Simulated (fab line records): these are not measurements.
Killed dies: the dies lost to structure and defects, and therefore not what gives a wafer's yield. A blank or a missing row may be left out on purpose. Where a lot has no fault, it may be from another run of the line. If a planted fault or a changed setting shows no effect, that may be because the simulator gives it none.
Which tool is to blame? || flow sfq-line || at 1 step of a route of 325, 14 lots with 42 wafers sampled

WHAT THE GAUGES READ, wafer by wafer
Not one reading of a measure or inspect step in the record can be checked against a usual standard deviation.

TOOL THAT RAN EACH LOT (tool first, then ch and the chambers of the sampled wafers, then the start)
{"lot": "L741", "SFQ_TRILAYER_M0_LITHO_COAT_021": "litho-track-03 ch 0, day 8 08:39"}
{"lot": "L742", "SFQ_TRILAYER_M0_LITHO_COAT_021": "litho-track-01 ch 0, day 8 19:41"}
{"lot": "L746", "SFQ_TRILAYER_M0_LITHO_COAT_021": "litho-track-02 ch 0, day 10 05:32"}
{"lot": "L750", "SFQ_TRILAYER_M0_LITHO_COAT_021": "litho-track-01 ch 0, day 11 06:47"}
{"lot": "L751", "SFQ_TRILAYER_M0_LITHO_COAT_021": "litho-track-01 ch 0, day 11 14:53"}
{"lot": "L752", "SFQ_TRILAYER_M0_LITHO_COAT_021": "litho-track-02 ch 0, day 11 20:59"}
{"lot": "L753", "SFQ_TRILAYER_M0_LITHO_COAT_021": "litho-track-03 ch 0, day 12 01:47"}
{"lot": "L754", "SFQ_TRILAYER_M0_LITHO_COAT_021": "litho-track-02 ch 0, day 12 06:36"}
{"lot": "L757", "SFQ_TRILAYER_M0_LITHO_COAT_021": "litho-track-02 ch 0, day 13 09:21"}
{"lot": "L758", "SFQ_TRILAYER_M0_LITHO_COAT_021": "litho-track-02 ch 0, day 13 15:20"}
{"lot": "L760", "SFQ_TRILAYER_M0_LITHO_COAT_021": "litho-track-01 ch 0, day 14 12:44"}
{"lot": "L761", "SFQ_TRILAYER_M0_LITHO_COAT_021": "litho-track-02 ch 0, day 14 17:34"}
{"lot": "L762", "SFQ_TRILAYER_M0_LITHO_COAT_021": "litho-track-02 ch 0, day 15 01:55"}
{"lot": "L763", "SFQ_TRILAYER_M0_LITHO_COAT_021": "litho-track-02 ch 0, day 15 13:12"}
- SFQ_TRILAYER_M0_LITHO_COAT_021: resist thk 600 nm.

AS READ BY THE TOOLS THEMSELVES (means over the sampled wafers that have a number; for cases with no such wafer, the mark the record gives instead)
SFQ_TRILAYER_M0_LITHO_COAT_021. Usual: spin-speed-rpm reads 3000.0 rpm (standard deviation 2).
{"lot": "L741", "tool": "litho-track-03", "spin-speed-rpm (rpm)": 3000.7, "flag": ""}
{"lot": "L742", "tool": "litho-track-01", "spin-speed-rpm (rpm)": 3000.9, "flag": ""}
{"lot": "L746", "tool": "litho-track-02", "spin-speed-rpm (rpm)": 3002.2, "flag": ""}
{"lot": "L750", "tool": "litho-track-01", "spin-speed-rpm (rpm)": 3341.1, "flag": "OFF"}
{"lot": "L751", "tool": "litho-track-01", "spin-speed-rpm (rpm)": 3340.2, "flag": "OFF"}
{"lot": "L752", "tool": "litho-track-02", "spin-speed-rpm (rpm)": 2998.1, "flag": ""}
{"lot": "L753", "tool": "litho-track-03", "spin-speed-rpm (rpm)": 3001.3, "flag": ""}
{"lot": "L754", "tool": "litho-track-02", "spin-speed-rpm (rpm)": 3002.7, "flag": ""}
{"lot": "L757", "tool": "litho-track-02", "spin-speed-rpm (rpm)": 3000.2, "flag": ""}
{"lot": "L758", "tool": "litho-track-02", "spin-speed-rpm (rpm)": 2997.6, "flag": ""}
{"lot": "L760", "tool": "litho-track-01", "spin-speed-rpm (rpm)": 3000.6, "flag": ""}
{"lot": "L761", "tool": "litho-track-02", "spin-speed-rpm (rpm)": 2999.7, "flag": ""}
{"lot": "L762", "tool": "litho-track-02", "spin-speed-rpm (rpm)": 2998.4, "flag": ""}
{"lot": "L763", "tool": "litho-track-02", "spin-speed-rpm (rpm)": 2999.7, "flag": ""}

THE ANSWER, worked out from the rows above alone
Rule: a lot is off if the mean of its wafers that have a number lies more than 3 standard deviations from the usual mean. A lot without any number at a reading at which 4 lots or more have one is off too. All remaining lots with rows at the step are treated as sound. Order of review: gauges by route order, followed by the tools' own readings, for which a lot's mean as printed above is used. The first step at which some lot is off is used, and at that step the reading that is off furthest; a lot without a number counts as furthest.
Off: L750, L751, at SFQ_TRILAYER_M0_LITHO_COAT_021 (spin-speed-rpm).
If a tool, at that step or one of the process steps before it, ran each lot that is off and ran no sound lot following the first of them, it fits. Not one of the candidates tried fits.

WHAT WAS PUT IN BY THE SIMULATOR
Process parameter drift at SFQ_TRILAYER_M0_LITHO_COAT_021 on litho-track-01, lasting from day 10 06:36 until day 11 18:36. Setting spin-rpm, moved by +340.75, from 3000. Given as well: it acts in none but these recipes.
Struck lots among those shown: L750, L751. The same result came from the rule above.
